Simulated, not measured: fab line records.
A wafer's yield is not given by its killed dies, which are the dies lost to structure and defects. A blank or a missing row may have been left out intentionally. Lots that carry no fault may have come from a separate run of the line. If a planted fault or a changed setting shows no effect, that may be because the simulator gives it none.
Matching of chambers    flow gf180mcu    3 sister chambers for GF_STI_CMP_25 on cmp-01
The step polishes, stops on Si3N4, t overpolish 33 s, target thk 524.6 nm. 3 wafers are shown with their chamber, then 6 later ones without.

## WAFERS PAIRED WITH THEIR CHAMBERS
wafer   chamber  motorCurrentA (A)
L318.6  3        10.6
L319.3  0        11.3
L319.4  1        11.9

## WAFERS WHOSE CHAMBER IS MISSING
wafer   motorCurrentA (A)
L319.5  11.5
L320.2  10.8
L320.4  11.4
L320.5  11.6
L323.2  11.0
L323.5  11.4

## WHICH CHAMBER EACH WENT THROUGH
wafer   from the rows above      in truth
L319.5  can't be placed: 0 or 1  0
L320.2  can't be placed: 3 or 0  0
L320.4  can't be placed: 0 or 1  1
L320.5  can't be placed: 0 or 1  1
L323.2  can't be placed: 0 or 3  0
L323.5  can't be placed: 0 or 1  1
0 of 6 placed correctly. Unplaceable from these rows: 6, with the true chamber sitting among the candidates in 6. 0 placed wrongly.
How it was worked out, from the rows above alone: a wafer's distance from a chamber is the root of the sum, over the readings, of the square of ((its reading less the chamber's mean) divided by the reading's scatter). The wafer belongs to the nearest chamber; if the next one is less than 2 further off, it can't be placed. The mean given for a chamber averages the wafers shown for that chamber. The scatter: with one shown wafer a chamber, the root of the mean of the squares of how far each hidden wafer lies from its nearest shown one.
